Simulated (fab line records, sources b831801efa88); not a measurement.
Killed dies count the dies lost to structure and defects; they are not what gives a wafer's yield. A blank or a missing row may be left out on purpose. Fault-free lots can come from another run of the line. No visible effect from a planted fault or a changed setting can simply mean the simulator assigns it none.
What tool caused it? + flow sfq-line + 21 wafers sampled from 7 lots at 1 step of a route of 325

== WHAT THE GAUGES SHOWED, per wafer ==
SFQ_L0V_OVL_MEAS_903.
| lot  | measured     | on         | L0V_OVL (nm) |
|------|--------------|------------|--------------|
| L508 | day 7 22:04  | overlay-02 | -5 0 3       |
| L510 | day 8 18:28  | overlay-02 | 3 5 2        |
| L512 | day 9 06:48  | overlay-02 | 5 10 -3      |
| L516 | day 10 17:05 | overlay-01 | 8 7 1        |
| L524 | day 13 07:15 | overlay-02 | -3 -5 -2     |
| L526 | day 13 20:27 | overlay-02 | 5 0 -2       |
| L529 | day 14 20:11 | overlay-01 | -2 -2 2      |

== TOOL THAT RAN EACH LOT (tool first, then ch and the chambers of the sampled wafers, then the start) ==
Before these readings, the record contains no process step.

== THE ANSWER, worked out from the rows above alone ==
Rule: what is usual is taken from the lots themselves. The widest of any qualifying gaps counts: lots, ordered by their means at a reading, are off when they make up no more than a third of the lots, leave a main group of 4 or more, and stand apart from it by 3 or more times the standard deviation of that group's means. A main group whose means are all the same, to the digits that the tables above print for the reading, isn't used. Also off: a lot with no number at a reading for which 4 or more lots have one. Any other lot the step has rows for is counted as sound.
Nothing can be told from this: no lot is off at any reading shown.

== WHAT WAS PUT IN BY THE SIMULATOR ==
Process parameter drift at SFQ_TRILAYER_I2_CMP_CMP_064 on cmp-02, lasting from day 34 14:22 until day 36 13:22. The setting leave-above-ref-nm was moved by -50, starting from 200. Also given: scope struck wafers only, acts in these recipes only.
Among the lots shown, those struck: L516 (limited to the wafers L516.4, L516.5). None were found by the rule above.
